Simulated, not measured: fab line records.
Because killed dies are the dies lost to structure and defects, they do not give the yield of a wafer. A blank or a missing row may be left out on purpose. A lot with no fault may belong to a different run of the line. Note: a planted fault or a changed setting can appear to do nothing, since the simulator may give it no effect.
The tool behind it: which one?    flow sky130    11 lots, 33 wafers sampled, at 5 steps of a route of 708

== WHAT THE GAUGES SHOWED, per wafer ==
SKY_POLY_CUT_OVL_MEAS_09.
lot   measured      on          POLY_CUT_OVL (nm)
L219  day 25 03:11  overlay-02  8 4 12
L220  day 25 16:08  overlay-02  21 19 16
L222  day 26 00:44  overlay-02  8 11 7
L223  day 26 10:11  overlay-01  4 4 2
L224  day 26 17:55  overlay-01  2 11 0
L227  day 27 13:59  overlay-01  4 12 -1
L228  day 27 21:20  overlay-02  3 7 -2
L234  day 30 04:26  overlay-02  1 -11 0
L239  day 31 16:23  overlay-02  5 -5 3
L240  day 32 01:10  overlay-01  -1 0 0
L242  day 32 14:44  overlay-02  4 -2 -6

SKY_SD_P_CD_MEAS_07: target cd 380 nm.
lot   measured      on         cd-nm (nm)
L219  day 26 09:26  cd-sem-02  378.2 378.0 377.1
L220  day 26 22:08  cd-sem-01  380.6 380.1 380.3
L222  day 27 06:56  cd-sem-01  378.9 380.3 378.1
L223  day 27 16:13  cd-sem-01  377.6 377.8 379.7
L224  day 27 22:57  cd-sem-01  379.4 380.6 382.0
L227  day 28 19:27  cd-sem-01  380.4 381.5 379.9
L228  day 29 02:46  cd-sem-02  378.8 380.6 380.6
L234  day 31 08:54  cd-sem-01  383.4 379.2 382.7
L239  day 32 20:02  cd-sem-01  381.2 379.5 379.0
L240  day 33 05:40  cd-sem-02  377.8 377.2 379.5
L242  day 33 18:20  cd-sem-01  380.1 377.7 379.8

SKY_CONTACT_THK_MEAS_01.
lot   measured      on             CONTACT_CVD_00_THK (nm)
L219  day 31 11:49  film-metro-04  75.0 75.8 75.8
L220  day 31 22:49  film-metro-02  72.6 73.3 75.0
L222  day 32 07:33  film-metro-04  74.4 75.6 75.0
L223  day 32 16:53  film-metro-04  74.6 76.3 76.5
L224  day 32 21:21  film-metro-04  74.8 75.1 75.0
L227  day 33 17:08  film-metro-04  73.9 73.6 73.6
L228  day 34 01:05  film-metro-02  73.9 75.3 74.5
L234  day 36 03:09  film-metro-04  74.2 74.4 75.7
L239  day 37 11:49  film-metro-02  137.9 137.0 74.8
L240  day 37 19:50  film-metro-03  138.5 138.0 75.6
L242  day 38 11:44  film-metro-04  74.7 75.0 76.2

== TOOL THAT RAN EACH LOT (tool first, then ch and the chambers of the sampled wafers, then the start) ==
lot   SKY_LDD_N_STRIP_16                    SKY_CONTACT_CVD_00
L219  plasma-asher-02 ch 0,1, day 18 13:36  pecvd-02 ch 0,1,2, day 31 11:47
L220  plasma-asher-03 ch 0,1, day 19 04:35  pecvd-01 ch 1,2, day 31 22:47
L222  plasma-asher-03 ch 0,1, day 19 12:44  pecvd-02 ch 0,1, day 32 07:29
L223  plasma-asher-03 ch 0,1, day 19 21:44  pecvd-01 ch 0,2, day 32 16:51
L224  plasma-asher-03 ch 0,1, day 20 06:12  pecvd-01 ch 0,1,2, day 32 21:19
L227  plasma-asher-01 ch 0,1, day 21 02:41  pecvd-02 ch 0,1,2, day 33 17:07
L228  plasma-asher-03 ch 0,1, day 21 12:20  pecvd-03 ch 0,1,2, day 34 01:03
L234  plasma-asher-03 ch 0,1, day 23 20:08  pecvd-03 ch 0,1,2, day 36 03:07
L239  plasma-asher-02 ch 0,1, day 25 12:38  pecvd-02 ch 1,2, day 37 11:46
L240  plasma-asher-03 ch 1, day 25 20:21    pecvd-02 ch 0,2, day 37 19:47
L242  plasma-asher-03 ch 0,1, day 26 11:36  pecvd-01 ch 0,1,2, day 38 11:42
- SKY_LDD_N_STRIP_16: strips in O2/N2.
- SKY_CONTACT_CVD_00: deposits Si3N4, target thk 75 nm.

== AS READ BY THE TOOLS THEMSELVES (means over the sampled wafers that have a number; for cases with no such wafer, the mark the record gives instead) ==
SKY_LDD_N_STRIP_16.
lot   tool             drypump-motor-current-A (A)  oes-product-au (a.u.)  strip-time-to-endpoint-s (s)
L219  plasma-asher-02  6.1                          0.403                  4.283
L220  plasma-asher-03  5.3                          0.405                  4.312
L222  plasma-asher-03  5.3                          0.407                  4.323
L223  plasma-asher-03  5.3                          0.404                  4.315
L224  plasma-asher-03  5.3                          0.404                  4.321
L227  plasma-asher-01  5.4                          0.408                  4.305
L228  plasma-asher-03  5.3                          0.410                  4.309
L234  plasma-asher-03  5.3                          0.405                  4.309
L239  plasma-asher-02  6.1                          0.404                  4.329
L240  plasma-asher-03  5.2                          0.409                  4.319
L242  plasma-asher-03  5.3                          0.409                  4.321

SKY_CONTACT_CVD_00.
lot   tool      heater-power-w (W)
L219  pecvd-02  747
L220  pecvd-01  888
L222  pecvd-02  729
L223  pecvd-01  809
L224  pecvd-01  846
L227  pecvd-02  705
L228  pecvd-03  632
L234  pecvd-03  617
L239  pecvd-02  790
L240  pecvd-02  800
L242  pecvd-01  748

== THE ANSWER, worked out from the rows above alone ==
Rule: the usual values come from the lots themselves. The widest of any qualifying gaps counts: lots, ordered by their means at a reading, are off when they make up no more than a third of the lots, leave a main group of 4 or more, and stand apart from it by 3 or more times the standard deviation of that group's means. A main group whose means are all the same, to the digits that the tables above print for the reading, isn't used. A lot without any number at a reading at which 4 lots or more have one is off too. The other lots that the step has rows for count as sound. First the gauges in route order, then the tools' own readings, where a lot's mean is used as printed above. At the first step where some lot is off, the reading lying furthest off is the one used; lots without a number count as furthest.
Off: L239, L240, at SKY_CONTACT_THK_MEAS_01 (CONTACT_CVD_00_THK). Mean 74.8 nm and standard deviation 0.71 in the main group.
If a tool, at a process step before that reading, ran all the lots that are off and no sound lot after the first of them, it fits. Gauges at SKY_CONTACT_THK_MEAS_01: tried the same way as those tools. One fits: pecvd-02 at SKY_CONTACT_CVD_00. A fault onset in the window from L227 (day 33 17:07, its last sound lot) to L239 (day 37 11:46, its first lot off) fits.

== WHAT HAD BEEN PUT IN BY THE SIMULATOR ==
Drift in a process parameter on pecvd-02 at SKY_CONTACT_CVD_00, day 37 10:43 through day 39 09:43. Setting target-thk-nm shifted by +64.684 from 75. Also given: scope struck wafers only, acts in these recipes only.
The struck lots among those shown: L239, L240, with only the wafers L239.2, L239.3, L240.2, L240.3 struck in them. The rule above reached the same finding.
